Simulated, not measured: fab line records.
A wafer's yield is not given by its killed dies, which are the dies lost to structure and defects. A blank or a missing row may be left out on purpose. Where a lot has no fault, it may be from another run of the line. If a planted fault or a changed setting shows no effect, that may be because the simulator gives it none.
Matching of chambers / flow gf180mcu / 3 sister chambers for GF_PASSIVATION_CVD_02 on pecvd-02
The step deposits Si3N4, target thk 700 nm, time 486.18 s. 6 wafers are shown with their chamber, then 10 later ones without.

WAFERS, EACH WITH ITS CHAMBER
wafer=L084.1; chamber=2; heaterPowerW (W)=577; susceptorTempC (C)=400.30
wafer=L087.5; chamber=2; heaterPowerW (W)=605; susceptorTempC (C)=399.95
wafer=L088.2; chamber=0; heaterPowerW (W)=920; susceptorTempC (C)=399.91
wafer=L088.6; chamber=1; heaterPowerW (W)=638; susceptorTempC (C)=399.90
wafer=L089.1; chamber=1; heaterPowerW (W)=561; susceptorTempC (C)=399.62
wafer=L089.4; chamber=0; heaterPowerW (W)=752; susceptorTempC (C)=399.68

WAFERS WITH NO CHAMBER GIVEN
wafer=L089.5; heaterPowerW (W)=692; susceptorTempC (C)=400.39
wafer=L093.1; heaterPowerW (W)=623; susceptorTempC (C)=400.19
wafer=L093.2; heaterPowerW (W)=840; susceptorTempC (C)=399.79
wafer=L093.4; heaterPowerW (W)=636; susceptorTempC (C)=400.21
wafer=L096.1; heaterPowerW (W)=650; susceptorTempC (C)=399.99
wafer=L096.2; heaterPowerW (W)=684; susceptorTempC (C)=400.11
wafer=L096.5; heaterPowerW (W)=543; susceptorTempC (C)=399.95
wafer=L097.1; heaterPowerW (W)=894; susceptorTempC (C)=399.71
wafer=L097.2; heaterPowerW (W)=666; susceptorTempC (C)=400.02
wafer=L097.6; heaterPowerW (W)=677; susceptorTempC (C)=399.90

WHICH CHAMBER EACH WENT THROUGH
wafer=L089.5; from the rows above=can't be placed: 2 or 1 or 0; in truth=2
wafer=L093.1; from the rows above=can't be placed: 2 or 1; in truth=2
wafer=L093.2; from the rows above=0; in truth=0
wafer=L093.4; from the rows above=can't be placed: 2 or 1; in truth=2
wafer=L096.1; from the rows above=can't be placed: 2 or 1 or 0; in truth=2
wafer=L096.2; from the rows above=can't be placed: 2 or 1 or 0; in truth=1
wafer=L096.5; from the rows above=can't be placed: 2 or 1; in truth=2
wafer=L097.1; from the rows above=0; in truth=0
wafer=L097.2; from the rows above=can't be placed: 2 or 1 or 0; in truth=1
wafer=L097.6; from the rows above=can't be placed: 1 or 2 or 0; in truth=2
Correctly placed: 2 of 10. Can't be placed from these rows: 8 (the true chamber is among the candidates in 8). Wrongly placed: 0.
How it was worked out, from the rows above alone: a wafer's distance from a chamber is the root of the sum, over the readings, of the square of ((its reading less the chamber's mean) divided by the reading's scatter). If the next closest chamber is less than 2 further off than the closest, the wafer can't be placed; otherwise it belongs to the closest. Each chamber's mean is taken over the wafers shown for it. The scatter: the root of (the sum of the squares of (reading less its chamber's mean) over the shown wafers, divided by (wafers less chambers)).
